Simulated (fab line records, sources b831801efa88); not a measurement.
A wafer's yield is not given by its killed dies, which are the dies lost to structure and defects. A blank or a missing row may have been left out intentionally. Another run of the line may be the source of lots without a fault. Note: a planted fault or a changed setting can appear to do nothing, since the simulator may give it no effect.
Matching of chambers :: flow sky130 :: SKY_VIA1_CMP_02 on cmp-02: 4 sister chambers
The step polishes SiO2. 4 wafers are shown with their chamber, then 7 later ones without.

WAFERS WITH THEIR CHAMBER
wafer: L167.6
chamber: 2
motorCurrentA (A): 12.4

wafer: L172.2
chamber: 3
motorCurrentA (A): 12.1

wafer: L173.3
chamber: 1
motorCurrentA (A): 11.6

wafer: L173.5
chamber: 0
motorCurrentA (A): 12.5

WAFERS WITHOUT THEIR CHAMBER
wafer: L173.6
motorCurrentA (A): 12.0

wafer: L176.2
motorCurrentA (A): 12.3

wafer: L176.3
motorCurrentA (A): 11.7

wafer: L176.4
motorCurrentA (A): 12.9

wafer: L181.1
motorCurrentA (A): 13.0

wafer: L181.3
motorCurrentA (A): 12.4

wafer: L181.6
motorCurrentA (A): 13.7

THE CHAMBER EACH PASSED THROUGH
wafer: L173.6
from the rows above: can't be placed: 3 or 1 or 2 or 0
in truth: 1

wafer: L176.2
from the rows above: can't be placed: 2 or 0 or 3 or 1
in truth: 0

wafer: L176.3
from the rows above: can't be placed: 1 or 3 or 2 or 0
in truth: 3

wafer: L176.4
from the rows above: can't be placed: 0 or 2 or 3 or 1
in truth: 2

wafer: L181.1
from the rows above: can't be placed: 0 or 2 or 3 or 1
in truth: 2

wafer: L181.3
from the rows above: can't be placed: 2 or 0 or 3 or 1
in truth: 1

wafer: L181.6
from the rows above: can't be placed: 0 or 2 or 3 or 1
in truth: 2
Correctly placed: 0 of 7. Cannot be placed on the basis of these rows: 7; the candidates contain the true chamber in 7. 0 placed wrongly.
How it was worked out, from the rows above alone: a wafer's distance from a chamber is the root of the sum, over the readings, of the square of ((its reading less the chamber's mean) divided by the reading's scatter). If the next closest chamber is less than 2 further off than the closest, the wafer can't be placed; otherwise it belongs to the closest. A chamber's mean is the mean of its shown wafers. The scatter (one wafer shown for each chamber): square how far every hidden wafer sits from the nearest shown wafer, average those squares and take the square root.
